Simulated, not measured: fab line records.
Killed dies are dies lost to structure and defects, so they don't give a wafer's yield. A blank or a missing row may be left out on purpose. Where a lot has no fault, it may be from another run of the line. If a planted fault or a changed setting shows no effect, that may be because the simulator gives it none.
Matching of chambers + flow gf180mcu + pecvd-02 running GF_CONTACT_CVD_02: 3 sister chambers
The step deposits SiO2 from TEOS, target thk 860 nm, time 95.992 s. 14 wafers are shown with their chamber, then 7 later ones without.

== WAFERS, EACH WITH ITS CHAMBER ==
| wafer  | chamber | heaterPowerW (W) |
|--------|---------|------------------|
| L460.2 | 1       | 786              |
| L460.3 | 2       | 790              |
| L460.4 | 1       | 829              |
| L461.1 | 0       | 697              |
| L461.2 | 2       | 740              |
| L461.3 | 1       | 855              |
| L463.1 | 0       | 684              |
| L463.4 | 1       | 789              |
| L463.5 | 2       | 870              |
| L464.2 | 1       | 843              |
| L464.5 | 2       | 870              |
| L464.6 | 1       | 674              |
| L465.2 | 1       | 766              |
| L465.3 | 0       | 688              |

SIGNATURES, as means of the wafers listed above
| reading      | chamber 0 | chamber 1 | chamber 2 | scatter within a chamber |
|--------------|-----------|-----------|-----------|--------------------------|
| heaterPowerW | 689.67    | 791.71    | 817.50    | 56.4                     |
Rule: for each reading, subtract the chamber's mean from the wafer's reading, divide by that reading's scatter and square the result; add these up over the readings and take the root, which gives the wafer's distance from the chamber. If the next closest chamber is less than 2 further off than the closest, the wafer can't be placed; otherwise it belongs to the closest. How the scatter is found: for the shown wafers, subtract from each reading the mean of its chamber, square and add these, divide the total by (wafers less chambers), then take the root.

== WAFERS WHOSE CHAMBER IS MISSING ==
| wafer  | heaterPowerW (W) |
|--------|------------------|
| L465.4 | 576              |
| L468.2 | 739              |
| L468.5 | 806              |
| L468.6 | 645              |
| L469.1 | 768              |
| L469.5 | 650              |
| L469.6 | 794              |

== EACH ONE'S CHAMBER ==
| wafer  | from the rows above          | in truth |
|--------|------------------------------|----------|
| L465.4 | can't be placed: 0 or 1      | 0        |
| L468.2 | can't be placed: 0 or 1 or 2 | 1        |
| L468.5 | can't be placed: 2 or 1 or 0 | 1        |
| L468.6 | can't be placed: 0 or 1      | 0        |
| L469.1 | can't be placed: 1 or 2 or 0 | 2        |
| L469.5 | can't be placed: 0 or 1      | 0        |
| L469.6 | can't be placed: 1 or 2 or 0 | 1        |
Placed correctly: 0 of 7. Cannot be placed on the basis of these rows: 7; the candidates contain the true chamber in 7. Number placed wrongly: 0.
